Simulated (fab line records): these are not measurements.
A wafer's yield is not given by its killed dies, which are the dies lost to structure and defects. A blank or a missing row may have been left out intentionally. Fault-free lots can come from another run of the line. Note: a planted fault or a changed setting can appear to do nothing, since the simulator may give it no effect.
Which tool did it? / flow sfq line / 15 lots, 43 wafers sampled, at 6 steps of a route of 325

## WHAT EACH GAUGE READ, for each wafer
SFQ_L0_RS_MEAS_901: measures by four-point-probe. Usual: L0_MONX_KI_RS 43.2 ohm/sq, standard deviation 0.66.
lot=L416; measured=day 1 12:34; on=film metro-02; L0_MONX_KI_RS (ohm/sq)=43.3 43.9 42.4; flag=
lot=L417; measured=day 1 17:34; on=film metro-03; L0_MONX_KI_RS (ohm/sq)=43.3 42.6 43.5; flag=
lot=L418; measured=day 1 22:36; on=film metro-02; L0_MONX_KI_RS (ohm/sq)=43.2 42.2 42.2; flag=
lot=L421; measured=day 2 13:34; on=film metro-03; L0_MONX_KI_RS (ohm/sq)=43.9 43.9 44.0; flag=
lot=L422; measured=day 2 18:35; on=film metro-02; L0_MONX_KI_RS (ohm/sq)=43.5 42.2 43.0; flag=
lot=L424; measured=day 3 04:34; on=film metro-02; L0_MONX_KI_RS (ohm/sq)=43.6 42.4 43.4; flag=
lot=L425; measured=day 3 09:35; on=film metro-02; L0_MONX_KI_RS (ohm/sq)=42.7 43.1 42.8; flag=
lot=L426; measured=day 3 14:34; on=film metro-02; L0_MONX_KI_RS (ohm/sq)=42.8 43.6 44.1; flag=
lot=L427; measured=day 3 19:35; on=film metro-03; L0_MONX_KI_RS (ohm/sq)=43.3 41.9 43.0; flag=
lot=L429; measured=day 4 05:34; on=film metro-03; L0_MONX_KI_RS (ohm/sq)=43.5 81.1 86.3; flag=OFF
lot=L434; measured=day 5 06:34; on=film metro-03; L0_MONX_KI_RS (ohm/sq)=43.9 84.8; flag=OFF
lot=L436; measured=day 5 16:35; on=film metro-01; L0_MONX_KI_RS (ohm/sq)=79.8 83.7; flag=OFF
lot=L437; measured=day 5 21:35; on=film metro-03; L0_MONX_KI_RS (ohm/sq)=45.2 44.4 45.1; flag=
lot=L438; measured=day 6 02:34; on=film metro-03; L0_MONX_KI_RS (ohm/sq)=41.7 42.1 42.9; flag=
lot=L439; measured=day 6 07:34; on=film metro-03; L0_MONX_KI_RS (ohm/sq)=43.0 44.2 43.5; flag=

SFQ_L0_THK_MEAS_902: measures by xrf. Usual: L0_MONX_KI_THK 39.6 nm, standard deviation 0.61.
lot=L416; measured=day 1 12:41; on=film metro-02; L0_MONX_KI_THK (nm)=39.6 39.2 40.3; flag=
lot=L417; measured=day 1 17:41; on=film metro-03; L0_MONX_KI_THK (nm)=39.2 39.8 39.1; flag=
lot=L418; measured=day 1 22:42; on=film metro-02; L0_MONX_KI_THK (nm)=39.5 40.6 40.5; flag=
lot=L421; measured=day 2 13:41; on=film metro-03; L0_MONX_KI_THK (nm)=39.1 38.9 39.1; flag=
lot=L422; measured=day 2 18:41; on=film metro-02; L0_MONX_KI_THK (nm)=39.2 40.6 39.9; flag=
lot=L424; measured=day 3 04:41; on=film metro-02; L0_MONX_KI_THK (nm)=39.1 40.2 39.5; flag=
lot=L425; measured=day 3 09:41; on=film metro-02; L0_MONX_KI_THK (nm)=40.1 39.7 40.1; flag=
lot=L426; measured=day 3 14:41; on=film metro-02; L0_MONX_KI_THK (nm)=39.9 39.1 38.7; flag=
lot=L427; measured=day 3 19:41; on=film metro-03; L0_MONX_KI_THK (nm)=39.4 40.8 39.8; flag=
lot=L429; measured=day 4 05:41; on=film metro-03; L0_MONX_KI_THK (nm)=39.2 21.1 19.8; flag=OFF
lot=L434; measured=day 5 06:41; on=film metro-03; L0_MONX_KI_THK (nm)=38.9 20.2; flag=OFF
lot=L436; measured=day 5 16:41; on=film metro-01; L0_MONX_KI_THK (nm)=21.4 20.3; flag=OFF
lot=L437; measured=day 5 21:41; on=film metro-03; L0_MONX_KI_THK (nm)=37.8 38.3 38.0; flag=
lot=L438; measured=day 6 02:41; on=film metro-03; L0_MONX_KI_THK (nm)=40.8 40.6 39.7; flag=
lot=L439; measured=day 6 07:41; on=film metro-03; L0_MONX_KI_THK (nm)=39.4 38.7 39.2; flag=

SFQ_L0V_OVL_MEAS_903. Usual: L0V_OVL 0 nm, standard deviation 5.1.
lot=L416; measured=day 4 19:03; on=overlay-02; L0V_OVL (nm)=-1 2 -3; flag=
lot=L417; measured=day 4 23:51; on=overlay-02; L0V_OVL (nm)=-2 1 0; flag=
lot=L418; measured=day 5 08:16; on=overlay-01; L0V_OVL (nm)=-7 -10 -11; flag=
lot=L421; measured=day 6 03:00; on=overlay-01; L0V_OVL (nm)=-6 -3 -7; flag=
lot=L422; measured=day 6 07:49; on=overlay-01; L0V_OVL (nm)=0 -4 3; flag=
lot=L424; measured=day 6 16:12; on=overlay-01; L0V_OVL (nm)=-6 -7 -3; flag=
lot=L425; measured=day 6 19:49; on=overlay-02; L0V_OVL (nm)=-3 -2 2; flag=
lot=L426; measured=day 7 04:12; on=overlay-01; L0V_OVL (nm)=4 1 0; flag=
lot=L427; measured=day 7 10:01; on=overlay-01; L0V_OVL (nm)=3 9 7; flag=
lot=L429; measured=day 7 18:24; on=overlay-01; L0V_OVL (nm)=4 2 3; flag=
lot=L434; measured=day 8 17:18; on=overlay-02; L0V_OVL (nm)=12 8; flag=
lot=L436; measured=day 9 04:07; on=overlay-02; L0V_OVL (nm)=-4 -7; flag=
lot=L437; measured=day 9 08:55; on=overlay-02; L0V_OVL (nm)=-1 0 -1; flag=
lot=L438; measured=day 9 12:30; on=overlay-01; L0V_OVL (nm)=-9 -6 -5; flag=
lot=L439; measured=day 9 17:18; on=overlay-02; L0V_OVL (nm)=-2 4 0; flag=

SFQ_I7_BOW_MEAS_946. Usual: I7_BOW 8 um, standard deviation 11.
lot=L416; measured=day 81 10:44; on=film metro-03; I7_BOW (um)=-7 -3 -4; flag=
lot=L417; measured=day 81 13:11; on=film metro-02; I7_BOW (um)=4 2 -3; flag=
lot=L418; measured=day 81 14:23; on=film metro-04; I7_BOW (um)=3 7 17; flag=
lot=L421; measured=day 81 21:32; on=film metro-04; I7_BOW (um)=16 31 29; flag=
lot=L422; measured=day 82 01:11; on=film metro-03; I7_BOW (um)=11 17 11; flag=
lot=L424; measured=day 82 04:43; on=film metro-04; I7_BOW (um)=2 16 0; flag=
lot=L425; measured=day 82 07:11; on=film metro-03; I7_BOW (um)=2 8 8; flag=
lot=L426; measured=day 82 19:19; on=film metro-04; I7_BOW (um)=3 -11 -6; flag=
lot=L427; measured=day 82 23:36; on=film metro-03; I7_BOW (um)=26 16 15; flag=
lot=L429; measured=day 83 05:35; on=film metro-02; I7_BOW (um)=14 1 1; flag=
lot=L434; measured=day 84 03:43; on=film metro-02; I7_BOW (um)=19 29; flag=
lot=L436; measured=day 87 21:06; on=film metro-02; I7_BOW (um)=12 14; flag=
lot=L437; measured=day 88 00:15; on=film metro-04; I7_BOW (um)=3 0 -4; flag=
lot=L438; measured=day 88 05:02; on=film metro-03; I7_BOW (um)=-3 -14 -7; flag=
lot=L439; measured=day 88 09:52; on=film metro-04; I7_BOW (um)=2 -3 9; flag=

## TOOL THAT RAN EACH LOT (tool first, then ch and the chambers of the sampled wafers, then the start)
lot=L416; SFQ_TRILAYER_L0_DEP_SPUTTER_003=pvd sputter-05, day 1 12:29; SFQ_TRILAYER_L0_ETCH_METAL_ETCH_008=rie metal-02 ch 0, day 3 00:24
lot=L417; SFQ_TRILAYER_L0_DEP_SPUTTER_003=pvd sputter-05, day 1 17:29; SFQ_TRILAYER_L0_ETCH_METAL_ETCH_008=rie metal-04 ch 0,1, day 3 06:20
lot=L418; SFQ_TRILAYER_L0_DEP_SPUTTER_003=pvd sputter-03, day 1 22:29; SFQ_TRILAYER_L0_ETCH_METAL_ETCH_008=rie metal-02 ch 0,1, day 3 12:21
lot=L421; SFQ_TRILAYER_L0_DEP_SPUTTER_003=pvd sputter-05, day 2 13:29; SFQ_TRILAYER_L0_ETCH_METAL_ETCH_008=rie metal-02 ch 0,1, day 4 07:07
lot=L422; SFQ_TRILAYER_L0_DEP_SPUTTER_003=pvd sputter-05, day 2 18:29; SFQ_TRILAYER_L0_ETCH_METAL_ETCH_008=rie metal-04 ch 0,1, day 4 13:07
lot=L424; SFQ_TRILAYER_L0_DEP_SPUTTER_003=pvd sputter-03, day 3 04:29; SFQ_TRILAYER_L0_ETCH_METAL_ETCH_008=rie metal-02 ch 1, day 4 21:31
lot=L425; SFQ_TRILAYER_L0_DEP_SPUTTER_003=pvd sputter-05, day 3 09:29; SFQ_TRILAYER_L0_ETCH_METAL_ETCH_008=rie metal-04 ch 0,1, day 5 02:19
lot=L426; SFQ_TRILAYER_L0_DEP_SPUTTER_003=pvd sputter-03, day 3 14:29; SFQ_TRILAYER_L0_ETCH_METAL_ETCH_008=rie metal-04 ch 0,1, day 5 10:43
lot=L427; SFQ_TRILAYER_L0_DEP_SPUTTER_003=pvd sputter-03, day 3 19:29; SFQ_TRILAYER_L0_ETCH_METAL_ETCH_008=rie metal-02 ch 0,1, day 5 15:31
lot=L429; SFQ_TRILAYER_L0_DEP_SPUTTER_003=pvd sputter-03, day 4 05:29; SFQ_TRILAYER_L0_ETCH_METAL_ETCH_008=rie metal-01 ch 0,1, day 6 00:40
lot=L434; SFQ_TRILAYER_L0_DEP_SPUTTER_003=pvd sputter-03, day 5 06:29; SFQ_TRILAYER_L0_ETCH_METAL_ETCH_008=rie metal-01 ch 0,1, day 6 23:28
lot=L436; SFQ_TRILAYER_L0_DEP_SPUTTER_003=pvd sputter-03, day 5 16:29; SFQ_TRILAYER_L0_ETCH_METAL_ETCH_008=rie metal-04 ch 1, day 7 11:16
lot=L437; SFQ_TRILAYER_L0_DEP_SPUTTER_003=pvd sputter-06, day 5 21:29; SFQ_TRILAYER_L0_ETCH_METAL_ETCH_008=rie metal-02 ch 0,1, day 7 16:05
lot=L438; SFQ_TRILAYER_L0_DEP_SPUTTER_003=pvd sputter-05, day 6 02:29; SFQ_TRILAYER_L0_ETCH_METAL_ETCH_008=rie metal-02 ch 0,1, day 7 19:40
lot=L439; SFQ_TRILAYER_L0_DEP_SPUTTER_003=pvd sputter-05, day 6 07:29; SFQ_TRILAYER_L0_ETCH_METAL_ETCH_008=rie metal-04 ch 0,1, day 8 00:28
- SFQ_TRILAYER_L0_DEP_SPUTTER_003: material MoNx KI, target thk 40 nm, time 100 s.
- SFQ_TRILAYER_L0_ETCH_METAL_ETCH_008: etches MoNx KI in SF6/O2, stops on SiO2, target depth 50 nm, time 25 s.

## WHAT THE TOOLS THEMSELVES READ (means of the sampled wafers that have a number; where no wafer has one, the mark that the record gives instead)
SFQ_TRILAYER_L0_DEP_SPUTTER_003. Usual: cathode dc power W 800.00 W, standard deviation 0.13; throttle valve pct 29.1 %, standard deviation 1.4.
lot=L416; tool=pvd sputter-05; cathode dc power W (W)=800.00; throttle valve pct (%)=28.0; flag=
lot=L417; tool=pvd sputter-05; cathode dc power W (W)=799.87; throttle valve pct (%)=28.1; flag=
lot=L418; tool=pvd sputter-03; cathode dc power W (W)=800.17; throttle valve pct (%)=30.3; flag=
lot=L421; tool=pvd sputter-05; cathode dc power W (W)=800.08; throttle valve pct (%)=28.5; flag=
lot=L422; tool=pvd sputter-05; cathode dc power W (W)=800.03; throttle valve pct (%)=28.5; flag=
lot=L424; tool=pvd sputter-03; cathode dc power W (W)=800.04; throttle valve pct (%)=30.7; flag=
lot=L425; tool=pvd sputter-05; cathode dc power W (W)=800.05; throttle valve pct (%)=28.3; flag=
lot=L426; tool=pvd sputter-03; cathode dc power W (W)=800.05; throttle valve pct (%)=30.6; flag=
lot=L427; tool=pvd sputter-03; cathode dc power W (W)=799.97; throttle valve pct (%)=29.9; flag=
lot=L429; tool=pvd sputter-03; cathode dc power W (W)=800.06; throttle valve pct (%)=30.5; flag=
lot=L434; tool=pvd sputter-03; cathode dc power W (W)=800.06; throttle valve pct (%)=30.4; flag=
lot=L436; tool=pvd sputter-03; cathode dc power W (W)=800.17; throttle valve pct (%)=29.9; flag=
lot=L437; tool=pvd sputter-06; cathode dc power W (W)=800.00; throttle valve pct (%)=29.3; flag=
lot=L438; tool=pvd sputter-05; cathode dc power W (W)=799.97; throttle valve pct (%)=28.2; flag=
lot=L439; tool=pvd sputter-05; cathode dc power W (W)=800.01; throttle valve pct (%)=28.5; flag=

SFQ_TRILAYER_L0_ETCH_METAL_ETCH_008. Usual: drypump motor current A 5.9 A, standard deviation 0.42; oes product au 0.877 a.u., standard deviation 0.0087.
lot=L416; tool=rie metal-02; drypump motor current A (A)=6.3; oes product au (a.u.)=0.880; flag=
lot=L417; tool=rie metal-04; drypump motor current A (A)=6.0; oes product au (a.u.)=0.872; flag=
lot=L418; tool=rie metal-02; drypump motor current A (A)=6.0; oes product au (a.u.)=0.884; flag=
lot=L421; tool=rie metal-02; drypump motor current A (A)=6.0; oes product au (a.u.)=0.867; flag=
lot=L422; tool=rie metal-04; drypump motor current A (A)=6.0; oes product au (a.u.)=0.879; flag=
lot=L424; tool=rie metal-02; drypump motor current A (A)=5.8; oes product au (a.u.)=0.881; flag=
lot=L425; tool=rie metal-04; drypump motor current A (A)=5.9; oes product au (a.u.)=0.875; flag=
lot=L426; tool=rie metal-04; drypump motor current A (A)=5.9; oes product au (a.u.)=0.873; flag=
lot=L427; tool=rie metal-02; drypump motor current A (A)=6.0; oes product au (a.u.)=0.881; flag=
lot=L429; tool=rie metal-01; drypump motor current A (A)=5.2; oes product au (a.u.)=0.714; flag=OFF
lot=L434; tool=rie metal-01; drypump motor current A (A)=5.3; oes product au (a.u.)=0.753; flag=OFF
lot=L436; tool=rie metal-04; drypump motor current A (A)=5.7; oes product au (a.u.)=0.637; flag=OFF
lot=L437; tool=rie metal-02; drypump motor current A (A)=6.2; oes product au (a.u.)=0.858; flag=
lot=L438; tool=rie metal-02; drypump motor current A (A)=6.2; oes product au (a.u.)=0.890; flag=
lot=L439; tool=rie metal-04; drypump motor current A (A)=5.8; oes product au (a.u.)=0.871; flag=

## THE ANSWER, worked out from the rows above alone
Rule: lot off if the mean of its wafers having a number is beyond 3 standard deviations from the usual mean. Also off: a lot with no number at a reading for which 4 or more lots have one. Any other lot the step has rows for is counted as sound. First the gauges in route order, then the tools' own readings, where a lot's mean is used as printed above. At the first step where some lot is off, the reading lying furthest off is the one used; lots without a number count as furthest.
Off: L429, L434, L436, at SFQ_L0_RS_MEAS_901 (L0_MONX_KI_RS).
If a tool, at a process step before that reading, ran all the lots that are off and no sound lot after the first of them, it fits. Not tried: the gauges at SFQ_L0_RS_MEAS_901; whatever is off there is also off at SFQ_TRILAYER_L0_ETCH_METAL_ETCH_008, on other tools, and gauge error can't account for it. One fits: SFQ_TRILAYER_L0_DEP_SPUTTER_003 on pvd sputter-03. A fault onset in the window from L427 (day 3 19:29, its last sound lot) to L429 (day 4 05:29, its first lot off) fits.

## WHAT HAD BEEN PUT IN BY THE SIMULATOR
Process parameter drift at SFQ_TRILAYER_L0_DEP_SPUTTER_003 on pvd sputter-03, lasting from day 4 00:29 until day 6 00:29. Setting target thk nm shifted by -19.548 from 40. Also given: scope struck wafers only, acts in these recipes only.
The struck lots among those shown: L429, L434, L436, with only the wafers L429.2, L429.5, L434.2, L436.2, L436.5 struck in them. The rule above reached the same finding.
